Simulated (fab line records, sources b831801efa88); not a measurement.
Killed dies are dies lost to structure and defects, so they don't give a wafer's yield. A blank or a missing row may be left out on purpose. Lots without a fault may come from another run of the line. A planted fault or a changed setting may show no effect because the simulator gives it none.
Which tool did it? | flow sky130 | 13 lots, 39 wafers sampled, at 5 steps of a route of 708

WHAT THE GAUGES READ, wafer by wafer
SKY_SONOS_ONO_THK_MEAS_03. Usual: SONOS_ONO_CVD_02_THK 10.45 nm, standard deviation 0.13.
lot  | measured     | on            | SONOS_ONO_CVD_02_THK (nm) | flag
L845 | day 12 00:16 | film_metro-03 | 10.51 10.53 10.57         |
L846 | day 12 09:03 | film_metro-03 | 10.43 10.41 10.41         |
L847 | day 12 09:04 | film_metro-01 | 10.34 10.26 10.28         |
L849 | day 13 07:26 | film_metro-04 | 10.24 10.29 10.08         |
L850 | day 13 14:34 | film_metro-04 | 10.32 10.35 10.24         |
L851 | day 13 18:55 | film_metro-04 | 10.35 10.50 10.30         |
L852 | day 14 00:20 | film_metro-04 | 10.21 10.18 10.22         |
L853 | day 14 09:02 | film_metro-03 | 10.97 11.00 10.98         | OFF
L854 | day 14 15:14 | film_metro-04 | 11.22 11.30 11.09         | OFF
L864 | day 18 00:34 | film_metro-04 | 10.54 10.47 10.57         |
L865 | day 18 19:51 | film_metro-04 | 10.56 10.40 10.56         |
L866 | day 19 05:34 | film_metro-03 | 10.46 10.48 10.44         |
L867 | day 19 05:33 | film_metro-04 | 10.26 10.29 10.33         |

SKY_LI_CONTACT_THK_MEAS_23: measures by xrf. Usual: LI_CONTACT_W_THK 408 nm, standard deviation 7.8.
lot  | measured     | on            | LI_CONTACT_W_THK (nm) | flag
L845 | day 29 15:18 | film_metro-02 | 422 420 422           |
L846 | day 30 00:52 | film_metro-03 | 401 406 394           |
L847 | day 30 02:24 | film_metro-03 | 411 407 413           |
L849 | day 30 22:19 | film_metro-03 | 408 415 401           |
L850 | day 31 12:27 | film_metro-03 | 400 400 398           |
L851 | day 31 11:47 | film_metro-04 | 418 412 414           |
L852 | day 31 23:53 | film_metro-03 | 395 402 405           |
L853 | day 32 01:43 | film_metro-03 | 400 403 402           |
L854 | day 32 03:59 | film_metro-03 | 400 396 395           |
L864 | day 35 12:04 | film_metro-03 | 403 409 409           |
L865 | day 36 02:47 | film_metro-02 | 426 431 424           |
L866 | day 36 10:36 | film_metro-03 | 398 399 406           |
L867 | day 36 12:07 | film_metro-04 | 411 408 411           |

SKY_METAL1_CD_MEAS_15: target cd 140 nm. Usual: cd_nm 139.8 nm, standard deviation 1.6.
lot  | measured     | on        | cd_nm (nm)        | flag
L845 | day 33 04:54 | cd_sem-02 | 138.5 138.4 138.1 |
L846 | day 33 14:07 | cd_sem-02 | 139.4 138.1 141.1 |
L847 | day 33 15:45 | cd_sem-02 | 139.3 137.5 137.8 |
L849 | day 34 10:01 | cd_sem-02 | 140.8 141.7 140.6 |
L850 | day 35 01:08 | cd_sem-02 | 137.7 137.9 137.3 |
L851 | day 34 23:10 | cd_sem-01 | 140.6 138.6 141.7 |
L852 | day 35 11:30 | cd_sem-02 | 140.0 139.0 139.8 |
L853 | day 35 12:43 | cd_sem-02 | 140.9 140.4 140.5 |
L854 | day 35 14:29 | cd_sem-02 | 139.0 138.7 140.5 |
L864 | day 38 20:26 | cd_sem-02 | 140.2 141.9 141.7 |
L865 | day 39 09:31 | cd_sem-02 | 140.3 140.4 142.2 |
L866 | day 39 18:43 | cd_sem-02 | 140.8 141.0 142.6 |
L867 | day 39 20:14 | cd_sem-02 | 137.1 138.1 137.3 |

WHICH TOOL RAN EACH LOT (tool, then ch and the chambers of the sampled wafers, then the start)
lot  | SKY_SONOS_ONO_CVD_02        | SKY_METAL1_SPUTTER_04
L845 | lpcvd-02 ch 0, day 11 23:12 | pvd_sputter-03, day 32 01:18
L846 | lpcvd-02 ch 0, day 12 08:00 | pvd_sputter-03, day 32 11:26
L847 | lpcvd-02 ch 0, day 12 08:00 | pvd_sputter-04, day 32 12:59
L849 | lpcvd-02 ch 1, day 13 06:23 | pvd_sputter-04, day 33 08:11
L850 | lpcvd-02 ch 1, day 13 13:31 | pvd_sputter-03, day 33 22:20
L851 | lpcvd-02 ch 1, day 13 17:52 | pvd_sputter-04, day 33 21:01
L852 | lpcvd-02 ch 1, day 13 23:16 | pvd_sputter-03, day 34 08:56
L853 | lpcvd-02 ch 0, day 14 07:58 | pvd_sputter-04, day 34 10:23
L854 | lpcvd-02 ch 0, day 14 13:40 | pvd_sputter-01, day 34 12:00
L864 | lpcvd-02 ch 1, day 17 23:31 | pvd_sputter-03, day 37 18:52
L865 | lpcvd-02 ch 1, day 18 18:48 | pvd_sputter-01, day 38 08:20
L866 | lpcvd-02 ch 1, day 19 04:29 | pvd_sputter-01, day 38 16:41
L867 | lpcvd-02 ch 0, day 19 04:29 | pvd_sputter-03, day 38 18:32
- SKY_SONOS_ONO_CVD_02: deposits Si3N4 from DCS/NH3, target thk 10.5 nm, time 180 s.
- SKY_METAL1_SPUTTER_04: material TiN, target thk 70 nm, time 58.3 s.

WHAT THE TOOLS THEMSELVES READ (means of the sampled wafers that have a number; where no wafer has one, the mark that the record gives instead)
SKY_SONOS_ONO_CVD_02. Usual: pressure_mtorr 250.0 mTorr, standard deviation 0.54; spike_tc_bottom_C 790.7 C, standard deviation 1.8; spike_tc_upper_C 771.1 C, standard deviation 1.1.
lot  | tool     | pressure_mtorr (mTorr) | spike_tc_bottom_C (C) | spike_tc_upper_C (C) | flag
L845 | lpcvd-02 | 249.7                  | 792.0                 | 770.5                |
L846 | lpcvd-02 | 250.4                  | 793.3                 | 771.2                |
L847 | lpcvd-02 | 250.7                  | 792.0                 | 769.3                |
L849 | lpcvd-02 | 249.8                  | 789.8                 | 771.2                |
L850 | lpcvd-02 | 249.7                  | 788.3                 | 773.4                |
L851 | lpcvd-02 | 250.6                  | 790.3                 | 771.6                |
L852 | lpcvd-02 | 249.7                  | 788.5                 | 771.5                |
L853 | lpcvd-02 | 300.0                  | 792.6                 | 769.8                | OFF
L854 | lpcvd-02 | 300.2                  | 792.1                 | 770.1                | OFF
L864 | lpcvd-02 | 249.4                  | 789.0                 | 771.5                |
L865 | lpcvd-02 | 250.5                  | 789.4                 | 771.9                |
L866 | lpcvd-02 | 249.9                  | 789.1                 | 771.2                |
L867 | lpcvd-02 | 249.5                  | 792.0                 | 770.1                |

SKY_METAL1_SPUTTER_04. Usual: throttle_valve_pct 30.1 %, standard deviation 0.93.
lot  | tool           | throttle_valve_pct (%) | flag
L845 | pvd_sputter-03 | 29.9                   |
L846 | pvd_sputter-03 | 30.2                   |
L847 | pvd_sputter-04 | 30.1                   |
L849 | pvd_sputter-04 | 30.3                   |
L850 | pvd_sputter-03 | 29.7                   |
L851 | pvd_sputter-04 | 29.8                   |
L852 | pvd_sputter-03 | 29.8                   |
L853 | pvd_sputter-04 | 30.1                   |
L854 | pvd_sputter-01 | 30.6                   |
L864 | pvd_sputter-03 | 29.7                   |
L865 | pvd_sputter-01 | 31.0                   |
L866 | pvd_sputter-01 | 30.9                   |
L867 | pvd_sputter-03 | 30.1                   |

THE ANSWER, worked out from the rows above alone
Rule: a lot is off if the mean of its wafers that have a number lies more than 3 standard deviations from the usual mean. A lot without any number at a reading at which 4 lots or more have one is off too. The other lots that the step has rows for count as sound. The gauges are gone through in route order, then the tools' own readings, and for those a lot's mean is taken as printed above. The first step at which some lot is off is used, and at that step the reading that is off furthest; a lot without a number counts as furthest.
Off: L853, L854, at SKY_SONOS_ONO_THK_MEAS_03 (SONOS_ONO_CVD_02_THK).
A tool fits if, at a process step before that reading, it ran every lot that is off, and no sound lot after the first of them. The gauges at SKY_SONOS_ONO_THK_MEAS_03 aren't tried: what is off there is off at SKY_SONOS_ONO_CVD_02 too, on other tools, and a gauge's error can't cause that. None of those tried fits.

WHAT THE SIMULATOR HAD PUT IN
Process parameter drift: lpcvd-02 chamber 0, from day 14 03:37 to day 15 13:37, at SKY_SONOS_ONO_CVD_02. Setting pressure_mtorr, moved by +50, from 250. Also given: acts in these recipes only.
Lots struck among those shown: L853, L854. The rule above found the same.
